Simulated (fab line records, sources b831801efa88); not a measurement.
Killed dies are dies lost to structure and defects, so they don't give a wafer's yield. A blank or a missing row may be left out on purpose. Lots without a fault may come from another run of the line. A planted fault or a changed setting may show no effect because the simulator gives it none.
A struck lot beside a sound one | flow sky130 | 18 steps out of a route of 708
Sound: wafers L639.1, L639.5, L639.6. Struck: wafers L630.1, L630.3, L630.4. The cause comes at the end.
At each step with rows: each side's tool, then ch and its chambers, then its first start. Under that, the readings that differ: sound wafers | struck wafers | difference of the means | sigmas: that difference in standard deviations of wafers without a fault.
alike: readings whose means differ by less than 2 such deviations, and words and numbers that are the same on both sides. not compared: withheld readings, readings that some wafer has no value for, bounds like >300 that may hide the same value, and numbers for which the record gives no deviation and whose values overlap.
The two part at a step that has a row with sigmas, a row that says differs or no value, or rows on one side only. Numbers that don't overlap but have no deviation are shown without sigmas and don't part them. A reading that every wafer of one side lacks parts them only if that side has two wafers or more.

first, 1 step without rows for these wafers: SKY_VT_ADJUST_HVTP_DEVELOP_06 (develop time 60 s).
SKY_VT_ADJUST_HVTP_CD_MEAS_07: target cd 380 nm.
  sound on cd_sem-01, day 10 20:20; struck on cd_sem-02, day 7 22:10
  alike: cd_nm
SKY_VT_ADJUST_HVTP_OVL_MEAS_08:
  sound on overlay-02, day 10 20:28; struck on overlay-01, day 7 22:17
  alike: VT_ADJUST_HVTP_OVL
then, 1 step without rows for these wafers: SKY_VT_ADJUST_HVTP_IMPLANT_09.
SKY_VT_ADJUST_HVTP_STRIP_10: strips in O2/N2.
  sound on plasma_asher-04 ch 0,1, day 10 20:39; struck on plasma_asher-01 ch 0,1, day 7 22:28
  reading                     | sound       | struck      | difference | sigmas
  drypump_motor_current_A (A) | 5.3 5.3 5.3 | 6.7 5.7 6.7 | +1.1       | +2
  alike: oes_product_au, strip_time_to_endpoint_s
  not compared: rf_hours_counter_h
SKY_VT_ADJUST_HVTP_TW_MEAS_11:
  sound on film_metro-04, day 10 20:45; struck on film_metro-04, day 7 22:34
  alike: VT_ADJUST_HVTP_TW
then, 6 steps without rows for these wafers: SKY_VT_ADJUST_LVTN_DEHYDRATE_00 (time 60 s); SKY_VT_ADJUST_LVTN_HMDS_01 (prime time 60 s); SKY_VT_ADJUST_LVTN_COAT_02 (resist thk 3000 nm); SKY_VT_ADJUST_LVTN_SOFTBAKE_03; SKY_VT_ADJUST_LVTN_EXPOSE_04 (exposes mask NWM COMPLEMENT LESS NATIVE, target cd 840 nm); SKY_VT_ADJUST_LVTN_PEB_05.
SKY_VT_ADJUST_LVTN_DEVELOP_06: develop time 60 s.
  sound on litho_track-03 ch 0, day 11 20:00; struck on litho_track-04 ch 0, day 8 19:00
SKY_VT_ADJUST_LVTN_OVL_MEAS_07:
  sound on overlay-02, day 11 20:20; struck on overlay-01, day 8 19:45
  reading                 | sound       | struck | difference                    | sigmas
  VT_ADJUST_LVTN_OVL (nm) | 1.4 1.1 1.2 | - - -  | no value on the struck wafers |
then, 1 step without rows for these wafers: SKY_VT_ADJUST_LVTN_IMPLANT_08.
SKY_VT_ADJUST_LVTN_STRIP_09: strips in O2/N2.
  sound on plasma_asher-04 ch 0,1, day 11 20:32; struck on plasma_asher-03 ch 0,1, day 8 19:56
  alike: drypump_motor_current_A, oes_product_au, strip_time_to_endpoint_s
  not compared: rf_hours_counter_h
SKY_VT_ADJUST_LVTN_TW_MEAS_10:
  sound on film_metro-02, day 11 20:38; struck on film_metro-01, day 8 20:02
  reading           | sound             | struck         | difference | sigmas
  VT_ADJUST_LVTN_TW | 241.9 242.3 243.1 | 29.8 29.7 29.9 | -212.6     | -99 or more
then, 1 step without rows for these wafers: SKY_VT_ADJUST_LVTN_DEHYDRATE_11 (time 60 s).

WHERE THEY PART
First at SKY_VT_ADJUST_HVTP_STRIP_10; last, within this record, at SKY_VT_ADJUST_LVTN_TW_MEAS_10.

WHY: what the simulator had put in
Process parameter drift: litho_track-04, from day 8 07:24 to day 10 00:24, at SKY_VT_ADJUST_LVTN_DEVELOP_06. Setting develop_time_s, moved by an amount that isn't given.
